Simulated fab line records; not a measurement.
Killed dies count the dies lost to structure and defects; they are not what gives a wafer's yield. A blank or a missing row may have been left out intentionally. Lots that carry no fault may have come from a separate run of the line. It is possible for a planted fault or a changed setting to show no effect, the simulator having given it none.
Split-lot trial | flow sky130 | 5 lots, 23 wafers read, on a route of 708 steps

## THE SPLIT ITSELF
At SKY_LDD_HVP_IMPLANT_08, the setting energy kev was moved away from the recipe's 20 on 6 of the 23 wafers read, by -3.5% to +5.0%. For the rest of the wafers, this setting stayed at what the recipe calls for.

## BETWEEN THE SPLIT AND THE READING: the file shows 1 step in between
- SKY_LDD_HVP_STRIP_09: strips in O2/N2

## THE READING
LDD_HVP_TW, at SKY_LDD_HVP_TW_MEAS_10. Fault-free wafers of this fab line usually give 455.6, standard deviation 2.3.

wafer  | tool, chamber at the split | energy kev as run | against the recipe | LDD_HVP_TW | against lot-mates on the recipe
L078.2 | implanter-01, 0            | 20                | recipe             | 454.8      | -
L078.3 | implanter-01, 0            | 20                | recipe             | 453.6      | -
L078.6 | implanter-01, 0            | 20                | recipe             | 454.2      | -
L079.1 | implanter-03, 0            | 20                | recipe             | 453.7      | -
L079.2 | implanter-03, 0            | 20                | recipe             | 452.2      | -
L079.4 | implanter-03, 0            | 20                | recipe             | 453.1      | -
L079.5 | implanter-03, 0            | 20                | recipe             | 452.7      | -
L079.6 | implanter-03, 0            | 20                | recipe             | 450.9      | -
L080.1 | implanter-01, 0            | 20                | recipe             | 455.7      | -
L080.2 | implanter-01, 0            | 21                | +5.0%              | 462.6      | +5.2
L080.4 | implanter-01, 0            | 21                | +5.0%              | 464.6      | +7.2
L080.5 | implanter-01, 0            | 20                | recipe             | 458.5      | -
L080.6 | implanter-01, 0            | 20                | recipe             | 457.9      | -
L081.1 | implanter-04, 0            | 20                | recipe             | 454.3      | -
L081.2 | implanter-04, 0            | 20                | recipe             | 457.4      | -
L081.3 | implanter-04, 0            | 19.36             | -3.2%              | 453.4      | -2.2
L081.4 | implanter-04, 0            | 19.36             | -3.2%              | 451.6      | -4.0
L081.5 | implanter-04, 0            | 20                | recipe             | 455.1      | -
L085.1 | implanter-03, 0            | 20                | recipe             | 451.4      | -
L085.2 | implanter-03, 0            | 20                | recipe             | 454.3      | -
L085.3 | implanter-03, 0            | 20                | recipe             | 451.9      | -
L085.4 | implanter-03, 0            | 19.31             | -3.5%              | 448.9      | -3.6
L085.5 | implanter-03, 0            | 19.31             | -3.5%              | 450.2      | -2.3

THE FIT
A straight line over all 23 wafers: LDD_HVP_TW changes by +1.47 for each +1% of energy kev; r = +0.81; the points scatter about the line by 2.2.
The same after taking each lot's own level away (the mean of its wafers on the recipe; 23 wafers): +1.1 for each +1%; r = +0.90; scatter 1.1.
On that fit, the largest move of energy kev shifts the reading by 5.5.
Across the lots, their own levels run from 452.52 to 457.37, a range of 2.1 times the standard deviation given above.
In other words, the slope is changed by the lot-to-lot level; the two fits disagree.
Check: for one of the wafers moved furthest among these (+5.0%), held out of the fit, the line's prediction against its lot-mates is +5.85. Against them it came out at +5.23.

## OTHER SPLITS APPLIED TO THESE WAFERS
Note: prior to the reading, these wafers also went through further splits. Each is held against what the fit with the lots' levels taken away leaves over:
other split on the same wafers  | wafers away from the commonest value | r with LDD_HVP_TW (lot level and that fit taken away)
SKY_LDD_P_EXPOSE_04 dose mj     | 6                                    | +0.04
SKY_LDD_P_IMPLANT_09 energy kev | 6                                    | +0.15
SKY_LDD_HVN_SOFTBAKE_03 temp c  | 12                                   | -0.17

## THE WHOLE CHAIN: every reading that the file lists as answering this split, in the file's order
step                   | what it does | reading                                                         | change (the file's fit)               | r (the file's)
SKY_LDD_HVP_IMPLANT_08 |              | implant.rp nm (the simulator's own value, which no gauge read)  | +0.616 nm for each +1% of the setting | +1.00
SKY_LDD_HVP_IMPLANT_08 |              | implant.drp nm (the simulator's own value, which no gauge read) | +0.216 nm for each +1% of the setting | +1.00
SKY_LDD_HVP_TW_MEAS_10 |              | LDD_HVP_TW                                                      | +1.09 for each +1% of the setting     | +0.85

## FILE'S OWN FIT
LDD_HVP_TW changes by +1.09 for each +1% of energy kev, r = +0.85.
